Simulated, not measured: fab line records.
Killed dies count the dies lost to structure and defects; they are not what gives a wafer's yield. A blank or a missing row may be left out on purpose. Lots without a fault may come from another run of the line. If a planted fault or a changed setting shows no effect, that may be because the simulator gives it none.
fab line records	flow gf180mcu
[record] lots = 5	wafers = 15	lastDay = 34
route steps=602 shown M4@462 V4@476
lots with no fault: from the same line, run without faults
startH: hours from the record's first day to the start of the lot's first wafer shown	waitH: how many hours have passed since the lot's step before this one	" the same as in the row above	L1.1+2: one row covering several wafers at once	- no value, or no start given	* or withheld: withheld	< > ~ a bound
route shown NAME@n: a module of which the file shows steps, and the number in the route of the first	usual: the fault-free wafers' mean and standard deviation	same: alike in all rows	chamber/n: place in a boat	sites: per-site readings	_std_site: the standard deviation of these	_edge_site: outer sites' mean less inner sites'	radiusMm: for every site, how far away it sits from the centre of the wafer	mask NAME#n: copy n	behind: the most recent tool/chamber to have shaped the wafer	hold: the reason the lot was held/the length of the hold in hours/how it ended	device: which transistor (n, p or np) failed to switch	end of line: tests of these same wafers at the route's end	where a step has no rows: the recipe by itself	killed: the dies lost at the first sort to structure and to defects; this is not the yield of the wafer	map: a wafer's dies, marking killed ones x, the rest . and places with no die _
set.NAME: the setting the step ran with; set.NAME@STEP: the setting that earlier step ran with	model.NAME: the simulator's own value behind a step, which no gauge read
lots at some steps of the route; a table a step, a row a wafer
services: when a tool's chamber went out of use (startH, in hours from the record's first day, below 0 if earlier), for how many hours, and the reason
[[steps]]
[step GF_M4_THK_MEAS_06]
[recipe] thkMeasGauge = xrf	reads = AlCu_of_M4_SPUTTER_02
[usual] M4_ALCU_THK = 455/4.8
lot.wafer	tool	chamber	startH	waitH	M4_ALCU_THK[nm]
L074.1	filmMetro-03	-	523.63	0.1	455
L074.2	"	-	"	"	453
L074.6	"	-	"	"	453
L078.3	filmMetro-01	-	555.16	0.1	455
L078.5	"	-	"	"	452
L078.6	"	-	"	"	454
L090.1	filmMetro-02	-	641.65	0.1	459
L090.3	"	-	"	"	460
L090.4	"	-	"	"	456
L093.1	filmMetro-02	-	661.52	0.1	460
L093.4	"	-	"	"	463
L093.5	"	-	"	"	457
L097.2	filmMetro-03	-	688.00	0.1	453
L097.5	"	-	"	"	448
L097.6	"	-	"	"	455
[step GF_M4_DEHYDRATE_07]
[recipe] tempC = 200	timeS = 60
[same] timeS = 60
lot.wafer	tool	chamber	startH	waitH
L074.1+2+6	lithoTrack-02	0	533.90	10.3
L078.3+5+6	lithoTrack-03	0	565.73	10.6
L090.1+3+4	lithoTrack-03	0	651.38	9.7
L093.1+4+5	lithoTrack-03	0	670.03	8.5
L097.2+5+6	lithoTrack-01	0	696.85	8.8
[step GF_M4_HMDS_08]
[recipe] primeTimeS = 60	primeTempC = 120
lot.wafer	tool	chamber	startH	waitH
L074.1+2+6	lithoTrack-02	0	534.05	0.1
L078.3+5+6	lithoTrack-03	0	565.88	0.1
L090.1+3+4	lithoTrack-03	0	651.53	0.1
L093.1+4+5	lithoTrack-03	0	670.18	0.1
L097.2+5+6	lithoTrack-01	0	697.00	0.1
[step GF_M4_COAT_09]
[recipe] resist = KrF	spinRpm = withheld	resistThkNm = 1000
lot.wafer	tool	chamber	startH	waitH
L074.1+2+6	lithoTrack-02	0	534.20	0.1
L078.3+5+6	lithoTrack-03	0	566.03	0.1
L090.1+3+4	lithoTrack-03	0	651.68	0.1
L093.1+4+5	lithoTrack-03	0	670.33	0.1
L097.2+5+6	lithoTrack-01	0	697.15	0.1
[step GF_M4_SOFTBAKE_10]
[recipe] tempC = 130	timeS = 60	resist = KrF
[same] timeS = 60
lot.wafer	tool	chamber	startH	waitH
L074.1+2+6	lithoTrack-02	0	534.35	0.1
L078.3+5+6	lithoTrack-03	0	566.18	0.1
L090.1+3+4	lithoTrack-03	0	651.83	0.1
L093.1+4+5	lithoTrack-03	0	670.48	0.1
L097.2+5+6	lithoTrack-01	0	697.30	0.1
[step GF_M4_EXPOSE_11]
[recipe] maskId = Metal4	targetCdNm = 280	na = 0.68	sourceShape = conventional	sigmaOuter = 0.6	doseMj = 28
lot.wafer	tool	chamber	startH	waitH	mask
L074.1+2+6	krfScanner-02	0	-	-	Metal4#0
L078.3+5+6	krfScanner-02	0	-	-	Metal4#0
L090.1+3+4	krfScanner-01	0	-	-	Metal4#0
L093.1+4+5	krfScanner-01	0	-	-	Metal4#0
L097.2+5+6	krfScanner-01	0	-	-	Metal4#0
[step GF_M4_PEB_12]
[recipe] pebTempC = 135	pebTimeS = 90	resist = KrF
lot.wafer	tool	chamber	startH	waitH
L074.1+2+6	lithoTrack-01	0	-	-
L078.3+5+6	lithoTrack-02	0	-	-
L090.1+3+4	lithoTrack-03	0	-	-
L093.1+4+5	lithoTrack-02	0	-	-
L097.2+5+6	lithoTrack-03	0	-	-
[step GF_M4_DEVELOP_13]
[recipe] developTimeS = 60	devTempC = 21
lot.wafer	tool	chamber	startH	waitH
L074.1+2+6	lithoTrack-01	0	545.88	0.2
L078.3+5+6	lithoTrack-02	0	576.45	0.1
L090.1+3+4	lithoTrack-03	0	661.43	0.2
L093.1+4+5	lithoTrack-02	0	680.20	0.2
L097.2+5+6	lithoTrack-03	0	706.10	0.2
[step GF_M4_CD_MEAS_14]
[recipe] targetCdNm = 280
[usual] cdNm = 280.0/1.3
lot.wafer	tool	chamber	startH	waitH	cdNm
L074.1	cdSem-01	-	546.03	0.1	280.8
L074.2	"	-	"	"	282.3
L074.6	"	-	"	"	280.6
L078.3	cdSem-01	-	576.72	0.2	280.8
L078.5	"	-	"	"	280.0
L078.6	"	-	"	"	281.0
L090.1	cdSem-01	-	661.58	0.1	277.9
L090.3	"	-	"	"	277.9
L090.4	"	-	"	"	278.2
L093.1	cdSem-01	-	680.35	0.1	281.6
L093.4	"	-	"	"	281.3
L093.5	"	-	"	"	280.9
L097.2	cdSem-02	-	706.25	0.1	282.2
L097.5	"	-	"	"	281.8
L097.6	"	-	"	"	281.0
[step GF_M4_OVL_MEAS_15]
[usual] M4_OVL = 0/4.9
lot.wafer	tool	chamber	startH	waitH	M4_OVL[nm]
L074.1	overlay-02	-	546.15	0.1	-3
L074.2	"	-	"	"	2
L074.6	"	-	"	"	3
L078.3	overlay-01	-	576.81	0.1	5
L078.5	"	-	"	"	3
L078.6	"	-	"	"	7
L090.1	overlay-01	-	661.70	0.1	2
L090.3	"	-	"	"	-8
L090.4	"	-	"	"	1
L093.1	overlay-02	-	680.47	0.1	-5
L093.4	"	-	"	"	0
L093.5	"	-	"	"	3
L097.2	overlay-01	-	706.36	0.1	-9
L097.5	"	-	"	"	0
L097.6	"	-	"	"	-5
[step GF_M4_METAL_ETCH_16]
[recipe] chemistry = Cl2/BCl3	maskMaterial = KrF	targetDepthNm = 627.5	stopOn = SiO2	pressureMtorr = 8	icpW = 800	biasW = 140	Cl2_flow_sccm = 80	bcl3FlowSccm = 40	timeS = 104.6
[usual] chamberPressureMTorr = 7.999/0.0066	drypumpMotorCurrentA = 5.40/0.27	oesProductAu = 0.973/0.0066	rfFwdPowerW = 794.8/2.3	throttleValvePct = 28.251/0.0099
[same] timeS = 104.6
lot.wafer	tool	chamber	startH	waitH	chamberPressureMTorr	drypumpMotorCurrentA	oesProductAu	rfFwdPowerW	rfHoursCounterH	throttleValvePct
L074.1	rieMetal-03	0	546.19	0.0	7.995	4.94	0.975	797.6	1	28.234
L074.2	"	1	"	"	7.999	5.52	0.971	795.9	5	28.252
L074.6	"	0	"	"	8.002	4.96	0.982	797.9	-	28.243
L078.3	rieMetal-04	1	576.88	0.1	8.003	5.57	0.977	796.0	-	28.242
L078.5	"	1	"	"	7.990	5.57	0.976	797.0	-	28.248
L078.6	"	0	"	"	8.003	5.27	0.962	795.7	-	28.262
L090.1	rieMetal-02	0	661.74	0.0	8.010	5.33	0.978	794.2	14	28.243
L090.3	"	1	"	"	8.006	5.80	0.984	796.0	-	28.247
L090.4	"	0	"	"	7.980	5.32	0.973	796.8	-	28.255
L093.1	rieMetal-02	0	680.51	0.0	7.983	5.32	0.973	793.7	14	28.259
L093.4	"	1	"	"	8.001	5.75	0.973	793.0	-	28.256
L093.5	"	1	"	"	8.003	5.78	0.977	792.3	-	28.236
L097.2	rieMetal-02	1	706.42	0.1	8.001	5.78	0.981	790.1	-	28.258
L097.5	"	1	"	"	7.997	5.78	0.960	795.6	-	28.276
L097.6	"	1	"	"	7.996	5.78	0.973	791.8	-	28.242
[step GF_M4_STRIP_17]
[recipe] chemistry = O2/N2	powerW = 1400	pressureMtorr = 1500	platenTempC = 250	o2FlowSccm = 3000	n2FlowSccm = 300	overashFraction = 0.5
[usual] chamberPressureMTorr = 1500.0/1.3	drypumpMotorCurrentA = 5.6/0.53	heaterPowerW = 349/40	oesProductAu = 0.557/0.0057	stripTimeToEndpointS = 7.87/0.051
lot.wafer	tool	chamber	startH	waitH	chamberPressureMTorr	drypumpMotorCurrentA	heaterPowerW	oesProductAu	rfHoursCounterH	stripTimeToEndpointS
L074.1	plasmaAsher-01	1	546.30	0.1	1501.4	4.8	345	0.554	92	7.82
L074.2	"	0	"	"	1498.9	5.8	307	0.565	92	7.88
L074.6	"	1	"	"	1500.1	4.8	348	0.551	-	7.85
L078.3	plasmaAsher-02	1	576.98	0.1	1500.1	6.2	346	0.552	-	7.86
L078.5	"	0	"	"	1500.3	5.1	296	0.557	-	7.80
L078.6	"	1	"	"	1501.3	6.3	330	0.574	-	7.91
L090.1	plasmaAsher-01	0	661.85	0.1	1499.3	5.8	294	0.561	106	7.81
L090.3	"	0	"	"	1500.0	5.8	299	0.563	-	7.85
L090.4	"	1	"	"	1498.4	4.8	341	0.556	-	7.78
L093.1	plasmaAsher-04	1	680.62	0.1	1499.0	6.2	353	0.546	55	7.75
L093.4	"	1	"	"	1500.7	6.2	348	0.557	-	7.88
L093.5	"	0	"	"	1499.9	5.4	412	0.558	-	7.90
L097.2	plasmaAsher-01	0	706.61	0.1	1498.4	5.8	304	0.558	111	7.97
L097.5	"	0	"	"	1499.1	5.8	306	0.564	-	8.01
L097.6	"	1	"	"	1501.4	4.8	351	0.556	-	7.95
[step GF_M4_STRIP_18]
[recipe] chemistry = postEtchResidueRemover	timeS = 1200	tempC = 72.5
[same] timeS = 1200
lot.wafer	tool	chamber	startH	waitH
L074.1+2+6	wetBench-03	0	546.40	0.1
L078.3+5+6	wetBench-01	3	577.05	0.0
L090.1+3+4	wetBench-01	2	661.95	0.1
L093.1+4+5	wetBench-04	2	680.72	0.1
L097.2+5+6	wetBench-01	0	706.71	0.1
[step GF_M4_CLEAN_19]
[recipe] chemistry = DIW	dry = n2Spin
lot.wafer	tool	chamber	startH	waitH
L074.1+2+6	wetBench-04	2	546.74	0.0
L078.3+5+6	wetBench-03	0	577.39	0.0
L090.1+3+4	wetBench-04	3	662.29	0.0
L093.1+4+5	wetBench-01	0	681.06	0.0
L097.2+5+6	wetBench-03	0	707.39	0.0
[step GF_V4_CVD_00]
[recipe] material = SiO2	targetThkNm = 600	sigmaOpenFrac = 0.3	tempC = 400	timeS = 100	sih4FlowSccm = 60	pressureMtorr = 6
[same] timeS = 100
lot.wafer	tool	chamber	startH	waitH
L074.1+2+6	hdpcvd-02	2,1,1	546.83	0.0
L078.3+5+6	hdpcvd-01	1,0,1	577.48	0.0
L090.1+3+4	hdpcvd-02	0,1,1	662.38	0.0
L093.1+4+5	hdpcvd-02	2,1,0	681.15	0.0
L097.2+5+6	hdpcvd-01	1,0,2	707.48	0.0
[step GF_V4_THK_MEAS_01]
[recipe] reads = SiO2_of_V4_CVD_00
[usual] V4_CVD_00_THK = 601/8.3
lot.wafer	tool	chamber	startH	waitH	V4_CVD_00_THK[nm]
L074.1	filmMetro-02	-	546.90	0.0	597
L074.2	"	-	"	"	596
L074.6	"	-	"	"	600
L078.3	filmMetro-01	-	577.58	0.1	597
L078.5	"	-	"	"	590
L078.6	"	-	"	"	597
L090.1	filmMetro-04	-	662.45	0.0	599
L090.3	"	-	"	"	604
L090.4	"	-	"	"	608
L093.1	filmMetro-02	-	681.22	0.0	614
L093.4	"	-	"	"	596
L093.5	"	-	"	"	591
L097.2	filmMetro-01	-	707.57	0.0	604
L097.5	"	-	"	"	606
L097.6	"	-	"	"	594
[step GF_V4_CVD_02]
[recipe] material = SiO2	targetThkNm = 850	precursor = TEOS	tempC = 400	timeS = 94.851	rfW = 600
[usual] heaterPowerW = 624/100	rfFwdPowerW = 596.5/1.8
[same] timeS = 94.851
lot.wafer	tool	chamber	startH	waitH	heaterPowerW	rfFwdPowerW
L074.1	pecvd-01	0	546.96	0.1	746	597.8
L074.2	"	2	"	"	705	597.2
L074.6	"	0	"	"	780	599.6
L078.3	pecvd-01	0	577.62	0.0	792	598.2
L078.5	"	1	"	"	486	596.2
L078.6	"	0	"	"	646	599.8
L090.1	pecvd-03	1	662.51	0.1	656	595.2
L090.3	"	0	"	"	578	593.3
L090.4	"	2	"	"	628	597.1
L093.1	pecvd-02	2	681.28	0.1	552	593.7
L093.4	"	1	"	"	685	597.4
L093.5	"	0	"	"	568	600.5
L097.2	pecvd-03	2	707.62	0.0	764	596.7
L097.5	"	1	"	"	536	595.4
L097.6	"	0	"	"	562	592.9
[step GF_V4_THK_MEAS_03]
[recipe] reads = SiO2_of_V4_CVD_02
[usual] V4_CVD_02_THK = 848/12
lot.wafer	tool	chamber	startH	waitH	V4_CVD_02_THK[nm]
L074.1	filmMetro-02	-	547.03	0.0	844
L074.2	"	-	"	"	860
L074.6	"	-	"	"	863
L078.3	filmMetro-01	-	577.71	0.1	836
L078.5	"	-	"	"	861
L078.6	"	-	"	"	849
L090.1	filmMetro-04	-	662.58	0.0	831
L090.3	"	-	"	"	833
L090.4	"	-	"	"	839
L093.1	filmMetro-04	-	681.35	0.0	848
L093.4	"	-	"	"	859
L093.5	"	-	"	"	857
L097.2	filmMetro-02	-	707.70	0.0	833
L097.5	"	-	"	"	851
L097.6	"	-	"	"	849
[step GF_V4_CMP_04]
[recipe] material = SiO2	downForcePsi = 4	platenRpm = 60	padVelocityMS = 0.94248
[usual] motorCurrentA = 10.5/1.5	retainingRingPressureFrac = 0.999/0.0049	timeToEndpointS = 82/6.1
lot.wafer	tool	chamber	startH	waitH	motorCurrentA	retainingRingPressureFrac	timeToEndpointS
L074.2	cmp-02	3	547.09	0.0	13.1	1.001	91
L074.1	"	2	"	"	8.9	1.002	86
L074.6	"	0	"	"	10.7	0.998	89
L078.3	cmp-02	1	577.85	0.1	10.3	1.002	71
L078.6	"	3	"	"	12.7	1.000	84
L078.5	"	0	"	"	10.9	0.999	90
L090.3	cmp-02	2	662.69	0.1	9.1	1.000	76
L090.4	"	3	"	"	12.5	0.995	79
L090.1	"	0	"	"	10.3	0.997	75
L093.1	cmp-02	3	681.41	0.1	12.4	0.999	84
L093.4	"	1	"	"	10.2	0.995	79
L093.5	"	3	"	"	13.4	1.002	85
L097.2	cmp-01	2	707.80	0.1	8.2	1.004	83
L097.5	"	1	"	"	11.4	0.997	85
L097.6	"	2	"	"	8.8	0.998	88
[step GF_V4_BOW_MEAS_05]
[recipe] mode = bow
[usual] V4_BOW = 132/9
lot.wafer	tool	chamber	startH	waitH	V4_BOW[um]
L074.1	filmMetro-01	-	547.39	0.1	119
L074.2	"	-	"	"	117
L074.6	"	-	"	"	127
L078.3	filmMetro-02	-	578.09	0.2	133
L078.5	"	-	"	"	139
L078.6	"	-	"	"	118
L090.1	filmMetro-01	-	662.94	0.1	134
L090.3	"	-	"	"	124
L090.4	"	-	"	"	127
L093.1	filmMetro-01	-	681.71	0.2	119
L093.4	"	-	"	"	131
L093.5	"	-	"	"	133
L097.2	filmMetro-02	-	708.07	0.2	127
L097.5	"	-	"	"	138
L097.6	"	-	"	"	126
[step GF_V4_DEHYDRATE_06]
[recipe] tempC = 200	timeS = 60
[same] timeS = 60
lot.wafer	tool	chamber	startH	waitH
L074.1+2+6	lithoTrack-04	0	557.77	10.4
L078.3+5+6	lithoTrack-03	0	588.03	9.9
L090.1+3+4	lithoTrack-03	0	672.18	9.2
L093.1+4+5	lithoTrack-03	0	690.53	8.8
L097.2+5+6	lithoTrack-01	0	716.35	8.3
[[services]]
tool	chamber	startH	hours	kind
hdpcvd-01	-	528.03	1.6	repair
cmp-02	-	532.43	4.4	pm
hdpcvd-01	-	539.25	15.0	pm
cmp-02	-	543.82	3.0	repair
cmp-02	-	548.94	6.2	repair
cmp-02	-	560.27	1.6	repair
krfScanner-01	-	563.62	1.0	pm
hdpcvd-01	-	565.83	2.4	repair
cmp-02	-	572.15	4.0	pm
wetBench-03	-	572.91	1.9	pm
pecvd-03	-	578.85	5.5	pm
krfScanner-02	-	580.90	1.0	pm
krfScanner-02	-	581.90	0.8	pm
cmp-02	-	586.02	0.8	repair
krfScanner-02	-	594.25	1.3	pm
cmp-02	-	608.29	3.4	repair
rieMetal-02	1	611.50	14.1	repair
krfScanner-01	-	615.54	1.3	pm
krfScanner-01	-	625.11	1.2	repair
hdpcvd-02	-	634.52	1.0	repair
krfScanner-01	-	642.84	0.8	pm
pecvd-01	0	657.25	7.2	repair
krfScanner-02	-	662.92	1.1	repair
pecvd-03	0	665.30	3.6	repair
[[key]]
fault none
